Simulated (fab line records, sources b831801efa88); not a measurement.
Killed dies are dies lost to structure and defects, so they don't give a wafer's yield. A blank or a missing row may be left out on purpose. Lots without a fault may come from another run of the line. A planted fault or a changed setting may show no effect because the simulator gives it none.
Chamber matching | flow gf180mcu | GF_STI_CMP_25 on cmp-01: 4 sister chambers
The step polishes, stops on Si3N4, t overpolish 33 s, target thk 524.6 nm. 15 wafers are shown with their chamber, then 7 later ones without.

WAFERS WITH THEIR CHAMBER
wafer  | chamber | motor_current_A (A) | time_to_endpoint_s (s) | retaining_ring_pressure_frac
L344.1 | 2       | 12.9                | 125                    | 1.000
L344.5 | 3       | 11.4                | 119                    | 1.003
L344.6 | 2       | 13.1                | 124                    | 1.002
L345.1 | 2       | 13.3                | 129                    | 0.989
L345.5 | 3       | 10.9                | 122                    | 0.999
L345.6 | 2       | 13.2                | 129                    | 0.999
L347.2 | 3       | 11.8                | 124                    | 1.000
L347.3 | 1       | 11.3                | 119                    | 0.996
L347.6 | 3       | 10.7                | 125                    | 1.000
L348.3 | 3       | 11.1                | 127                    | 0.995
L348.5 | 1       | 11.4                | 121                    | 0.995
L348.6 | 0       | 11.5                | 126                    | 0.995
L349.1 | 1       | 11.3                | 125                    | 1.002
L349.3 | 3       | 11.5                | 122                    | 1.001
L349.4 | 0       | 11.5                | 121                    | 0.996

SIGNATURES (means of the wafers above)
reading                      | chamber 0 | chamber 1 | chamber 2 | chamber 3 | scatter within a chamber
motor_current_A              | 11.500    | 11.333    | 13.125    | 11.233    | 0.29
time_to_endpoint_s           | 123.50    | 121.67    | 126.75    | 123.17    | 2.87
retaining_ring_pressure_frac | 0.99550   | 0.99767   | 0.99750   | 0.99967   | 0.00388
Rule: a wafer's distance from a chamber is the root of the sum, over the readings, of the square of ((its reading less the chamber's mean) divided by the reading's scatter). The wafer belongs to the nearest chamber; if the next one is less than 2 further off, it can't be placed. The scatter: the root of (the sum of the squares of (reading less its chamber's mean) over the shown wafers, divided by (wafers less chambers)).

WAFERS WITHOUT THEIR CHAMBER
wafer  | motor_current_A (A) | time_to_endpoint_s (s) | retaining_ring_pressure_frac
L352.2 | 11.6                | 122                    | 1.001
L352.4 | 10.4                | 117                    | 0.996
L352.6 | 11.8                | 122                    | 1.007
L358.6 | 11.0                | 121                    | 1.001
L363.3 | 11.0                | 118                    | 0.990
L363.4 | 11.9                | 113                    | 1.001
L363.6 | 11.2                | 115                    | 0.993

WHICH CHAMBER EACH WENT THROUGH
wafer  | from the rows above          | in truth
L352.2 | can't be placed: 1 or 3 or 0 | 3
L352.4 | can't be placed: 1 or 3 or 0 | 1
L352.6 | can't be placed: 3 or 1 or 0 | 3
L358.6 | can't be placed: 3 or 1 or 0 | 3
L363.3 | can't be placed: 1 or 0 or 3 | 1
L363.4 | can't be placed: 1 or 0 or 3 | 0
L363.6 | can't be placed: 1 or 0 or 3 | 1
Placed correctly: 0 of 7. Can't be placed from these rows: 7 (the true chamber is among the candidates in 7). Placed wrongly: 0.
